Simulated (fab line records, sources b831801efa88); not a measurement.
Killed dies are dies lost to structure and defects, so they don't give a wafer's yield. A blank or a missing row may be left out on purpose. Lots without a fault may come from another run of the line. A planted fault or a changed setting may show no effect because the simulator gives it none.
Which tool did it? | flow gf180mcu | 6 lots, 18 wafers sampled, at 1 step of a route of 602

WHAT THE GAUGES READ, wafer by wafer
GF_V4_OVL_MEAS_15.
lot  | measured     | on         | V4_OVL (nm)
L837 | day 25 01:11 | overlay-02 | -9 -8 -1
L840 | day 26 05:38 | overlay-01 | 4 0 3
L846 | day 28 05:29 | overlay-02 | -2 -4 0
L849 | day 28 23:35 | overlay-01 | 2 -1 -4
L852 | day 29 20:48 | overlay-02 | -16 -7 -12
L855 | day 30 13:03 | overlay-02 | -7 -2 -13

WHICH TOOL RAN EACH LOT (tool, then ch and the chambers of the sampled wafers, then the start)
The record holds no process step before these readings.

THE ANSWER, worked out from the rows above alone
Rule: what is usual is taken from the lots themselves. Put in order of their means at a reading, lots are off if they are a third of the lots or fewer, leave a main group of 4 or more, and stand apart from it by a gap of 3 or more times the standard deviation of the main group's means; of several such gaps the widest counts. A main group whose means are all the same, to the digits that the tables above print for the reading, isn't used. A lot without any number at a reading at which 4 lots or more have one is off too. The other lots that the step has rows for count as sound.
No lot is off at any reading shown: from this, nothing can be told.

WHAT THE SIMULATOR HAD PUT IN
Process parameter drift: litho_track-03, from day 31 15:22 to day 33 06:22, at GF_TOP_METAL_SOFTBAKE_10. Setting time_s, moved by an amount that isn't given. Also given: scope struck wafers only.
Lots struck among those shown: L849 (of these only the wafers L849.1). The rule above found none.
